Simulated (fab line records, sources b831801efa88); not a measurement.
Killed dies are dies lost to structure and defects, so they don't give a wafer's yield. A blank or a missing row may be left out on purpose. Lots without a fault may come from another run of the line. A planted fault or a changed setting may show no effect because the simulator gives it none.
Problem report in the 8D (eight disciplines) form, filled by code | flow gf180mcu | the parts of the form that need people (team, actions taken, sign-off) are left out

1. THE PROBLEM
heater_power_total_W at GF_M1_PEB_12 reads a mean of 86.42 W on 6 wafers of 2 lots; wafers without a fault read 85.71 W with a standard deviation of 0.08. That is +8.9 standard deviations from the usual mean.
The step: peb time 90 s.
First seen on wafer L988.4, day 21 09:16, on litho_track-04. The record holds 39 wafers of 13 lots with a number at this step. Rule for "out", or "out of limits": more than 4 standard deviations from the usual mean. The other wafers with a number count as sound.

2. WHAT IT IS AND WHAT IT IS NOT
question                    | is                                 | is not
which readings at this step | heater_power_total_W, plate_temp_C | -
which lots                  | L988, L989                         | L100, L977, L978, L979, L981, L982, L983, L985, L987, L990, L999
which wafers of those lots  | all that have a number             | -
read on which tools         | litho_track-04                     | litho_track-02, litho_track-03
when                        | from day 21 09:16                  | up to then (24 sound wafers); but 9 sound wafers of L100, L990, L999 came after

3. SUSPECTS, AND WHAT RULES EACH OUT
Counting: a tool at a process step up to the reading stays a suspect if it ran every lot that is out and no sound lot after the first of them.
- litho_track-04 at GF_M1_PEB_12 (peb time 90 s): ruled out as a lasting fault. Sound lots L999, L100 ran on it after its first lot that is out, L988 (day 21 09:16).
Left after counting: nothing in the record.

4. THE CAUSE (what the simulator had put in)
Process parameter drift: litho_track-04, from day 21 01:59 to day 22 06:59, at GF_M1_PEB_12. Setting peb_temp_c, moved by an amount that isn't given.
Counting ruled it out, wrongly.

5. THE CHAIN OF EFFECTS, in route order
Each row: a reading whose mean over the struck wafers that have a number lies more than 3 standard deviations from the usual. Only readings for which the record gives a usual standard deviation are gone through. hours: the time from each lot's start at the first step in this table that gives one to its start at this step, as a median over the lots. sigmas: the change in usual standard deviations.
hours | step         | reading              | usual    | on struck wafers | change | sigmas
0     | GF_M1_PEB_12 | heater_power_total_W | 85.71 W  | 86.42            | +0.71  | +8.9
0     | GF_M1_PEB_12 | plate_temp_C         | 134.99 C | 135.93           | +0.94  | +7.2
The process steps in it:
- GF_M1_PEB_12: peb time 90 s.
Later measuring or inspecting steps at which every struck wafer that the step has a row for has a number for every such reading, and none has moved that far: GF_M1_CD_MEAS_14.

6. WHAT WOULD HAVE CAUGHT IT SOONER
In this record the first reading out of limits was taken at day 21 09:16, 7 hours after the fault began at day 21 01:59.
